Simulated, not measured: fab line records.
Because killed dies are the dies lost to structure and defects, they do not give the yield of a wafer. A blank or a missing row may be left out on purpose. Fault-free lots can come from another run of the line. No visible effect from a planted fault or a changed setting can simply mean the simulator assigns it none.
Comparing a struck lot with a sound one / flow sky130 / 14 out of 708 route steps
Sound: the wafers L853.2, L853.4, L853.6. Struck: wafers L868.1, L868.2, L868.6. The cause is named last.
For every step that has rows: the tool of each side, followed by ch and its chambers, followed by its first start. Under that, the readings that differ: sound wafers / struck wafers / difference of the means / sigmas: that difference in standard deviations of wafers without a fault.
alike: a reading whose means differ by less than 2 such deviations, as well as words and numbers matching on both sides. not compared: withheld readings; readings where some wafer has no value; bounds like >300 that might hide an equal value; numbers whose values overlap and for which the record gives no deviation.
A row with sigmas, a row that says differs or no value, or rows on one side alone: a step with any of these is where the two part. Non-overlapping numbers with no deviation appear without sigmas and do not part them. Lack of a reading on every wafer of one side parts them only where that side has two or more wafers.

SKY_POLY_GATE_ETCH_15: etches BARC in N2/H2, stops on SiO2, time 118.5 s, target depth 110 nm.
  sound on rieDiel-01 ch 2,3, day 17 17:11; struck on rieDiel-03 ch 0,1, day 25 20:21
  alike: drypumpMotorCurrentA, oesProductAu, rfFwdPowerW, throttleValvePct
  not compared: rfHoursCounterH
SKY_POLY_GATE_ETCH_16: etches Si3N4 in CH3F/O2, stops on poly-Si, time 147.5 s, target depth 75 nm.
  sound on rieDiel-01 ch 2,3, day 17 17:17; struck on rieDiel-03 ch 0,1, day 25 20:26
  alike: drypumpMotorCurrentA, oesProductAu, rfFwdPowerW, throttleValvePct
  not compared: rfHoursCounterH
SKY_POLY_GATE_ETCH_17: etches poly-Si in HBr/Cl2, stops on SiO2, target depth 180 nm, time 70.5 s.
  sound on rieSi-02 ch 1,2,3, day 17 17:22; struck on rieSi-02 ch 1,2, day 25 20:32
  alike: drypumpMotorCurrentA, oesProductAu, rfFwdPowerW, throttleValvePct
  not compared: rfHoursCounterH
SKY_POLY_GATE_STRIP_18: strips in O2/N2.
  sound on plasmaAsher-01 ch 0,1, day 17 17:26; struck on plasmaAsher-04 ch 0,1, day 25 20:35
  alike: drypumpMotorCurrentA, o2FlowSccm, oesProductAu, stripTimeToEndpointS
  not compared: rfHoursCounterH
then, 2 steps without rows for these wafers: SKY_POLY_GATE_CLEAN_19 (cleans in SC1/SC2, time 150 s); SKY_POLY_GATE_OXIDATION_20 (stabilise 600 s, purge 300 s, target thk 4 nm).
SKY_POLY_GATE_THK_MEAS_21:
  sound on filmMetro-04, day 17 19:57; struck on filmMetro-02, day 25 22:20
  alike: POLY_GATE_OXIDATION_THK
SKY_POLY_GATE_CD_MEAS_22:
  sound on cdSem-02, day 17 20:02; struck on cdSem-02, day 25 22:23
  alike: cdNm
then, 4 steps without rows for these wafers: SKY_LDD_N_DEHYDRATE_00 (time 60 s); SKY_LDD_N_HMDS_01 (prime time 60 s); SKY_LDD_N_COAT_02 (resist thk 300 nm); SKY_LDD_N_SOFTBAKE_03 (time 60 s).
SKY_LDD_N_EXPOSE_04: exposes mask NTM, target cd 840 nm.
  sound on ilineStepper-01 ch 0, day 18 11:43; struck on ilineStepper-01, day 26 14:01
  no value came back on the struck wafers for exposureDoseMJCm2, focusOffsetNm (nm), reticleTempC (C), stageVelMmS (mm/s); on the sound wafers exposureDoseMJCm2 reads 109.97 109.88 110.06
  alike: mask
after that, 1 step had no rows for these wafers: SKY_LDD_N_PEB_05.

== WHERE THEY PART ==
At SKY_LDD_N_EXPOSE_04 and nowhere else, as far as this record goes.

WHY: what the simulator had put in
At SKY_LDD_N_EXPOSE_04, the step was skipped entirely on ilineStepper-01 from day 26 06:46 on. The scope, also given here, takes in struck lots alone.
